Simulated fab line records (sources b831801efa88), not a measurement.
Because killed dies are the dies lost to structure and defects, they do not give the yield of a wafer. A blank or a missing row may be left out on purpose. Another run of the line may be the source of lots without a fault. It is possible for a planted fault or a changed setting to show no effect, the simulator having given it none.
A lot that was struck, set against a sound lot | flow gf180mcu | 31 out of 602 route steps
Sound: wafers L558.1, L558.3, L558.6. Wafers struck: L564.2, L564.4, L564.5. Last of all comes the cause.
Per side, at each step with rows, come the tool, then ch with its chambers, and then its first start. Under that, the readings that differ: sound wafers | struck wafers | difference of the means | sigmas: that difference in standard deviations of wafers without a fault.
alike: readings whose means differ by less than 2 such deviations, and words and numbers that are the same on both sides. not compared: withheld readings, readings that some wafer has no value for, bounds like >300 that may hide the same value, and numbers for which the record gives no deviation and whose values overlap.
Wherever a step has rows on one side only, a row that says differs or no value, or a row with sigmas, the two part there. Non-overlapping numbers with no deviation appear without sigmas and do not part them. A reading missing from all wafers of one side parts the sides only when that side holds two or more wafers.

first, 8 steps without rows for these wafers: GF_HV_LDD_SOFTBAKE_42 (time 60 s); GF_HV_LDD_EXPOSE_43 (exposes mask Pplus HV AREA, target cd 400 nm); GF_HV_LDD_PEB_44; GF_HV_LDD_DEVELOP_45 (develop time 60 s); GF_HV_LDD_IMPLANT_48; GF_HV_LDD_STRIP_49 (strips in O2/N2); GF_HV_LDD_CLEAN_51 (cleans in SC1/SC2, time 150 s); GF_HV_LDD_RTA_52 (time 10 s).
GF_HV_LDD_CVD_54: deposits SiO2 from TEOS, target thk 10 nm, time 75 s.
  sound on lpcvd-01 ch 1, day 15 00:52; struck on lpcvd-01 ch 1, day 17 02:37
  alike: susceptor_temp_C
then, 21 steps without rows for these wafers: GF_HV_LDD_CVD_56 (deposits Si3N4 from DCS/NH3, target thk 90 nm, time 1543 s); GF_HV_LDD_ETCHBACK_58 (etches Si3N4 in CH3F/O2, stops on SiO2, time 100 s, target depth 90 nm); GF_NSD_DEHYDRATE_00 (time 60 s); GF_NSD_HMDS_01 (prime time 60 s); GF_NSD_COAT_02 (resist thk 1000 nm); GF_NSD_SOFTBAKE_03 (time 60 s); GF_NSD_EXPOSE_04 (exposes mask Nplus, target cd 400 nm); GF_NSD_PEB_05; GF_NSD_DEVELOP_06 (develop time 60 s); GF_NSD_IMPLANT_09; GF_NSD_IMPLANT_10; GF_NSD_STRIP_11 (strips in O2/N2); GF_PSD_DEHYDRATE_00 (time 60 s); GF_PSD_HMDS_01 (prime time 60 s); GF_PSD_COAT_02 (resist thk 1000 nm); GF_PSD_SOFTBAKE_03 (time 60 s); GF_PSD_EXPOSE_04 (exposes mask Pplus, target cd 400 nm); GF_PSD_PEB_05; GF_PSD_DEVELOP_06 (develop time 60 s); GF_PSD_IMPLANT_09; GF_PSD_STRIP_10 (strips in O2/N2).
-- the record jumps here: 16 days lie between the struck wafers' starts before and after (it left off in module PSD and takes up again in module PASSIVATION, whose first step shown is number 602 of the route) --
GF_PASSIVATION_PROBE_99:
  the record has rows for the struck wafers here (prober-02, day 33 00:56) and none for the sound ones

## WHERE THEY PART
Only at GF_PASSIVATION_PROBE_99, within this record.

WHY: whatever the simulator had introduced
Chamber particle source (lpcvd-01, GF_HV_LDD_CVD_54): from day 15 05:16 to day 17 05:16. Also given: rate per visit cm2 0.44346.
